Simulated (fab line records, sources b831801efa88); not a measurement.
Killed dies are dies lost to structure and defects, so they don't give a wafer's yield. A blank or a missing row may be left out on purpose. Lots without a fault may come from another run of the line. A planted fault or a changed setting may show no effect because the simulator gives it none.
Chamber matching | flow gf180mcu | GF_V5_CVD_02 on pecvd-01: 3 sister chambers
The step deposits SiO2 from TEOS, target thk 1450 nm, time 163.28 s. 14 wafers are shown with their chamber, then 7 later ones without.

WAFERS WITH THEIR CHAMBER
wafer  | chamber | heater_power_w (W)
L074.2 | 0       | 664
L074.5 | 0       | 559
L074.6 | 1       | 637
L076.1 | 0       | 640
L076.3 | 2       | 666
L076.5 | 0       | 700
L078.1 | 2       | 771
L078.3 | 1       | 600
L078.6 | 0       | 565
L081.1 | 2       | 669
L081.4 | 0       | 681
L081.6 | 1       | 526
L088.2 | 2       | 720
L088.5 | 1       | 637

SIGNATURES (means of the wafers above)
reading        | chamber 0 | chamber 1 | chamber 2 | scatter within a chamber
heater_power_w | 634.83    | 600.00    | 706.50    | 55.2
Rule: a wafer's distance from a chamber is the root of the sum, over the readings, of the square of ((its reading less the chamber's mean) divided by the reading's scatter). The wafer belongs to the nearest chamber; if the next one is less than 2 further off, it can't be placed. The scatter: the root of (the sum of the squares of (reading less its chamber's mean) over the shown wafers, divided by (wafers less chambers)).

WAFERS WITHOUT THEIR CHAMBER
wafer  | heater_power_w (W)
L088.6 | 704
L091.3 | 589
L091.4 | 646
L091.5 | 527
L096.1 | 653
L096.3 | 584
L096.5 | 642

WHICH CHAMBER EACH WENT THROUGH
wafer  | from the rows above          | in truth
L088.6 | can't be placed: 2 or 0 or 1 | 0
L091.3 | can't be placed: 1 or 0 or 2 | 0
L091.4 | can't be placed: 0 or 1 or 2 | 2
L091.5 | can't be placed: 1 or 0 or 2 | 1
L096.1 | can't be placed: 0 or 1 or 2 | 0
L096.3 | can't be placed: 1 or 0 or 2 | 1
L096.5 | can't be placed: 0 or 1 or 2 | 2
Placed correctly: 0 of 7. Can't be placed from these rows: 7 (the true chamber is among the candidates in 7). Placed wrongly: 0.
